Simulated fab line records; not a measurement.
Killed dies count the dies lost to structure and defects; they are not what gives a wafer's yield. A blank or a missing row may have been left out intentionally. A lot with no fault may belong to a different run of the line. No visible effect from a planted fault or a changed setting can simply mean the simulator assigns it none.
Matching of chambers / flow gf180mcu / cmp-02 running GF_CONTACT_CMP_04: 4 sister chambers
The step polishes SiO2. 8 wafers are shown with their chamber, then 8 later ones without.

WAFERS WITH THEIR CHAMBER
wafer=L163.6; chamber=3; motor_current_A (A)=11.9; time_to_endpoint_s (s)=117
wafer=L165.1; chamber=3; motor_current_A (A)=12.3; time_to_endpoint_s (s)=110
wafer=L177.3; chamber=0; motor_current_A (A)=14.8; time_to_endpoint_s (s)=110
wafer=L177.4; chamber=1; motor_current_A (A)=10.1; time_to_endpoint_s (s)=126
wafer=L177.6; chamber=0; motor_current_A (A)=13.6; time_to_endpoint_s (s)=112
wafer=L181.4; chamber=1; motor_current_A (A)=10.5; time_to_endpoint_s (s)=124
wafer=L181.6; chamber=2; motor_current_A (A)=11.1; time_to_endpoint_s (s)=127
wafer=L183.2; chamber=2; motor_current_A (A)=11.3; time_to_endpoint_s (s)=111

WAFERS WITHOUT THEIR CHAMBER
wafer=L183.5; motor_current_A (A)=10.2; time_to_endpoint_s (s)=120
wafer=L183.6; motor_current_A (A)=11.0; time_to_endpoint_s (s)=111
wafer=L182.1; motor_current_A (A)=11.0; time_to_endpoint_s (s)=114
wafer=L182.3; motor_current_A (A)=13.5; time_to_endpoint_s (s)=110
wafer=L182.5; motor_current_A (A)=13.9; time_to_endpoint_s (s)=113
wafer=L186.1; motor_current_A (A)=10.1; time_to_endpoint_s (s)=109
wafer=L186.4; motor_current_A (A)=11.3; time_to_endpoint_s (s)=110
wafer=L186.5; motor_current_A (A)=14.5; time_to_endpoint_s (s)=108

WHICH CHAMBER EACH ONE RAN IN
wafer=L183.5; from the rows above=can't be placed: 1 or 2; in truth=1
wafer=L183.6; from the rows above=can't be placed: 2 or 3 or 1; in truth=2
wafer=L182.1; from the rows above=can't be placed: 2 or 1 or 3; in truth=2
wafer=L182.3; from the rows above=can't be placed: 0 or 3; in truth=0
wafer=L182.5; from the rows above=0; in truth=0
wafer=L186.1; from the rows above=can't be placed: 1 or 2 or 3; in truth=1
wafer=L186.4; from the rows above=can't be placed: 2 or 3 or 1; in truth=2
wafer=L186.5; from the rows above=0; in truth=0
Placed correctly: 2 of 8. Not placeable from these rows: 6 (in 6, the candidates include the true chamber). Wrongly placed: 0.
How it was worked out, from the rows above alone: a wafer's distance from a chamber is the root of the sum, over the readings, of the square of ((its reading less the chamber's mean) divided by the reading's scatter). If the next closest chamber is less than 2 further off than the closest, the wafer can't be placed; otherwise it belongs to the closest. For every chamber, the mean is computed from those of its wafers that are shown. The scatter is the square root of a quotient: the sum, over the shown wafers, of each reading's squared deviation from its chamber's mean, divided by wafers minus chambers.
